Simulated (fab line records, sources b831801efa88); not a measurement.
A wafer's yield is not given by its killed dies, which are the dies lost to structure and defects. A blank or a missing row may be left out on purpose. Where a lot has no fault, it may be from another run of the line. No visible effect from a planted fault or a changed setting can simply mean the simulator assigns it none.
fab line records    flow sky130    part 2 of 2: steps 24 to 32 of 32
[record] lots = 5  wafers = 15  last_day = 50
route steps=708 shown LI_CONTACT@364 LOCAL_INTERCONNECT@387
lots that met no fault: from a run of the same line without faults
start_h: start of the lot's first displayed wafer, in hours after the record's first day    wait_h: time in hours since the lot's previous step    " the same as in the row above    L1.1+2: several wafers, shown together as one row    - value missing, or start not given    * or withheld: withheld    < > ~ a bound
route shown NAME@n: NAME is a module with steps in the file, n the number in the route of the first one    usual: the fault-free wafers' mean and standard deviation    same: alike in all rows    chamber/n: place in a boat    sites: the reading at each site    _std_site: their standard deviation    _edge_site: outer sites' mean less inner sites'    radius_mm: for every site, how far away it sits from the centre of the wafer    mask NAME#n: copy n    behind: the last tool/chamber to shape the wafer    hold: cause of the lot's hold/its duration in hours/its outcome    device: names the non-switching transistor (n, p or np)    end of line: the same wafers' tests at the end of the route    a step without rows: its recipe alone    killed: at the first sort, the dies lost to defects and structure; wafer yield is something else    map: a wafer's dies, marking killed ones x, the rest . and places with no die _
set.NAME: the setting as run; set.NAME@STEP: as run at that earlier step    model.NAME: the simulator's own value behind a step, which no gauge read
lots at some steps of the route; a table a step, a row a wafer
services: when a tool's chamber went out of use (start_h, in hours from the record's first day, below 0 if earlier), for how many hours, and the reason
[[steps]]
[step SKY_LOCAL_INTERCONNECT_SPUTTER_00]
[recipe] material = TiN  target_thk_nm = 100  temp_c = 300  power_w = 6500  time_s = 83.3  chamber_pressure_pa = 0.4
[usual] throttle_valve_pct = 29.9/1.1
lot.wafer  tool            chamber  start_h  wait_h  throttle_valve_pct
L078.2     pvd_sputter-02  -        719.33   0.2     32.3
L078.3     "               -        "        "       30.6
L078.5     "               -        "        "       29.0
L088.1     pvd_sputter-02  -        798.03   0.1     32.7
L088.2     "               -        "        "       29.1
L088.5     "               -        "        "       30.6
L091.3     pvd_sputter-01  -        814.43   0.2     27.8
L091.5     "               -        "        "       28.8
L091.6     "               -        "        "       30.4
L097.2     pvd_sputter-02  -        851.94   0.2     29.0
L097.3     "               -        "        "       28.5
L097.5     "               -        "        "       32.3
L096.1     pvd_sputter-01  -        853.65   0.1     28.7
L096.2     "               -        "        "       30.3
L096.6     "               -        "        "       29.1
[step SKY_LOCAL_INTERCONNECT_RS_MEAS_01]
[recipe] thk_meas_gauge = four-point-probe  reads = TiN_of_LOCAL_INTERCONNECT_SPUTTER_00
[usual] LOCAL_INTERCONNECT_TIN_RS = 14.18/0.15
lot.wafer  tool           chamber  start_h  wait_h  LOCAL_INTERCONNECT_TIN_RS[ohm/sq]
L078.2     film_metro-03  -        719.42   0.1     14.15
L078.3     "              -        "        "       14.17
L078.5     "              -        "        "       14.20
L088.1     film_metro-03  -        798.09   0.0     14.46
L088.2     "              -        "        "       14.39
L088.5     "              -        "        "       14.24
L091.3     film_metro-01  -        814.53   0.1     14.09
L091.5     "              -        "        "       14.24
L091.6     "              -        "        "       14.11
L097.2     film_metro-03  -        852.02   0.1     14.39
L097.3     "              -        "        "       14.34
L097.5     "              -        "        "       14.31
L096.1     film_metro-01  -        853.72   0.0     14.16
L096.2     "              -        "        "       14.11
L096.6     "              -        "        "       14.23
[step SKY_LOCAL_INTERCONNECT_THK_MEAS_02]
[recipe] thk_meas_gauge = xrf  reads = TiN_of_LOCAL_INTERCONNECT_SPUTTER_00
[usual] LOCAL_INTERCONNECT_TIN_THK = 100.9/1.1
lot.wafer  tool           chamber  start_h  wait_h  LOCAL_INTERCONNECT_TIN_THK[nm]
L078.2     film_metro-03  -        719.53   0.1     100.7
L078.3     "              -        "        "       100.5
L078.5     "              -        "        "       100.3
L088.1     film_metro-03  -        798.21   0.1     98.5
L088.2     "              -        "        "       98.2
L088.5     "              -        "        "       99.7
L091.3     film_metro-01  -        814.63   0.1     101.7
L091.5     "              -        "        "       100.6
L091.6     "              -        "        "       101.3
L097.2     film_metro-03  -        852.13   0.1     99.1
L097.3     "              -        "        "       99.7
L097.5     "              -        "        "       99.4
L096.1     film_metro-01  -        853.84   0.1     101.8
L096.2     "              -        "        "       101.3
L096.6     "              -        "        "       101.3
[step SKY_LOCAL_INTERCONNECT_DEHYDRATE_03]
[recipe] temp_c = 200  time_s = 60
[usual] exhaust_pa = 45.1/0.92  resist_line_temp_C = 22.98/0.11
lot.wafer  tool            chamber  start_h  wait_h  exhaust_pa  resist_line_temp_C
L078.2     litho_track-01  0        732.24   12.7    44.9        22.97
L078.3     "               0        "        "       45.2        22.99
L078.5     "               0        "        "       47.1        22.85
L088.1     litho_track-03  0        810.38   12.2    44.0        22.90
L088.2     "               0        "        "       44.1        22.96
L088.5     "               0        "        "       46.2        23.10
L091.3     litho_track-03  0        827.18   12.5    47.0        23.14
L091.5     "               0        "        "       44.3        23.24
L091.6     "               0        "        "       44.6        22.99
L097.2     litho_track-01  0        864.44   12.3    45.6        23.14
L097.3     "               0        "        "       44.3        22.93
L097.5     "               0        "        "       45.9        23.01
L096.1     litho_track-03  0        866.23   12.4    45.0        22.91
L096.2     "               0        "        "       46.2        22.92
L096.6     "               0        "        "       44.1        22.90
[step SKY_LOCAL_INTERCONNECT_HMDS_04]
[recipe] prime_time_s = 60  prime_temp_c = 120
[usual] exhaust_pa = 44.7/0.85  resist_line_temp_C = 23.01/0.11
lot.wafer  tool            chamber  start_h  wait_h  exhaust_pa  resist_line_temp_C
L078.2     litho_track-01  0        732.39   0.1     44.9        23.04
L078.3     "               0        "        "       45.4        23.04
L078.5     "               0        "        "       44.6        22.91
L088.1     litho_track-03  0        810.53   0.1     46.8        22.98
L088.2     "               0        "        "       45.1        22.96
L088.5     "               0        "        "       45.8        22.98
L091.3     litho_track-03  0        827.33   0.1     45.0        22.93
L091.5     "               0        "        "       44.3        23.03
L091.6     "               0        "        "       44.6        23.06
L097.2     litho_track-01  0        864.59   0.1     44.0        23.07
L097.3     "               0        "        "       42.6        23.32
L097.5     "               0        "        "       44.0        23.15
L096.1     litho_track-03  0        866.38   0.1     45.1        23.00
L096.2     "               0        "        "       44.4        22.98
L096.6     "               0        "        "       44.2        23.00
[step SKY_LOCAL_INTERCONNECT_COAT_05]
[recipe] resist = BARC  temp_c = withheld  time_s = withheld  spin_rpm = 3000  resist_thk_nm = 60
[usual] exhaust_pa = 44.9/0.82  resist_line_temp_C = *
lot.wafer  tool            chamber  start_h  wait_h  exhaust_pa  resist_line_temp_C
L078.2     litho_track-01  0        732.54   0.1     45.4        *
L078.3     "               0        "        "       45.2        *
L078.5     "               0        "        "       45.1        *
L088.1     litho_track-03  0        810.68   0.1     45.0        *
L088.2     "               0        "        "       44.8        *
L088.5     "               0        "        "       45.9        *
L091.3     litho_track-03  0        827.48   0.1     43.9        *
L091.5     "               0        "        "       44.4        *
L091.6     "               0        "        "       43.1        *
L097.2     litho_track-01  0        864.74   0.1     44.5        *
L097.3     "               0        "        "       43.9        *
L097.5     "               0        "        "       45.1        *
L096.1     litho_track-03  0        866.53   0.1     44.6        *
L096.2     "               0        "        "       44.2        *
L096.6     "               0        "        "       44.7        *
[step SKY_LOCAL_INTERCONNECT_COAT_06]
[recipe] resist = KrF-thick  spin_rpm = 3000  resist_thk_nm = 450
[usual] exhaust_pa = 45.0/0.81  resist_line_temp_C = 22.98/0.11
lot.wafer  tool            chamber  start_h  wait_h  exhaust_pa  resist_line_temp_C
L078.2     litho_track-01  0        -        -       45.8        23.01
L078.3     "               0        "        "       45.6        23.02
L078.5     "               0        "        "       44.3        23.02
L088.1     litho_track-03  0        -        -       44.1        22.91
L088.2     "               0        "        "       44.7        22.94
L088.5     "               0        "        "       44.8        22.98
L091.3     litho_track-03  0        -        -       43.8        22.83
L091.5     "               0        "        "       44.4        22.95
L091.6     "               0        "        "       44.0        22.94
L097.2     litho_track-01  0        -        -       44.1        23.24
L097.3     "               0        "        "       44.2        23.05
L097.5     "               0        "        "       45.9        23.16
L096.1     litho_track-03  0        -        -       45.9        22.81
L096.2     "               0        "        "       46.3        22.92
L096.6     "               0        "        "       44.6        23.10
[step SKY_LOCAL_INTERCONNECT_SOFTBAKE_07]
[recipe] temp_c = 100  time_s = 90  resist = KrF-thick
[usual] exhaust_pa = 45.0/0.85  resist_line_temp_C = 23.00/0.11
lot.wafer  tool            chamber  start_h  wait_h  exhaust_pa  resist_line_temp_C
L078.2     litho_track-01  0        -        -       45.4        23.05
L078.3     "               0        "        "       45.2        22.87
L078.5     "               0        "        "       45.9        22.90
L088.1     litho_track-03  0        -        -       45.0        22.96
L088.2     "               0        "        "       45.4        23.04
L088.5     "               0        "        "       44.4        23.01
L091.3     litho_track-03  0        -        -       45.0        22.90
L091.5     "               0        "        "       45.2        23.12
L091.6     "               0        "        "       45.3        22.97
L097.2     litho_track-01  0        -        -       47.2        23.23
L097.3     "               0        "        "       46.1        23.08
L097.5     "               0        "        "       45.3        22.86
L096.1     litho_track-03  0        -        -       46.6        22.97
L096.2     "               0        "        "       45.8        23.00
L096.6     "               0        "        "       44.5        22.96
[step SKY_LOCAL_INTERCONNECT_EXPOSE_08]
[recipe] mask_id = LI1M  na = 0.8  source_shape = annular  sigma_inner = 0.55  sigma_outer = 0.85  target_cd_nm = 170  dose_mj = 28
[same] na = 0.8
lot.wafer   tool            chamber  start_h  wait_h  mask
L078.2+3+5  krf_scanner-01  0        -        -       LI1M#0
L088.1+2+5  krf_scanner-02  0        -        -       LI1M#0
L091.3+5+6  krf_scanner-02  0        -        -       LI1M#0
L097.2+3+5  krf_scanner-01  0        -        -       LI1M#0
L096.1+2+6  krf_scanner-02  0        -        -       LI1M#0
[[services]]
tool             chamber  start_h  hours  kind
pvd_sputter-01   -        689.59   3.4    repair
rie_diel-04      1        697.48   1.6    repair
cmp-02           -        705.36   5.2    pm
cmp-02           -        722.75   2.5    repair
plasma_asher-02  -        733.75   9.0    pm
rie_diel-03      -        734.95   5.1    repair
krf_scanner-02   -        736.14   1.3    pm
rie_diel-04      3        738.80   15.7   repair
krf_scanner-02   -        741.89   0.8    pm
cmp-02           -        744.16   4.0    pm
krf_scanner-01   -        760.06   1.3    pm
cvd_w-01         1        761.75   6.0    repair
krf_scanner-01   -        763.79   1.0    pm
rie_diel-03      -        768.26   4.0    pm
krf_scanner-02   -        786.16   3.6    pm
krf_scanner-01   -        809.39   4.4    pm
krf_scanner-01   -        817.29   2.5    repair
cmp-02           -        819.59   3.8    repair
krf_scanner-02   -        819.80   1.0    pm
krf_scanner-01   -        825.37   0.8    pm
krf_scanner-02   -        847.89   4.4    pm
rie_diel-03      3        849.11   9.0    repair
krf_scanner-02   -        857.54   2.8    repair
rie_diel-03      3        863.28   6.6    repair
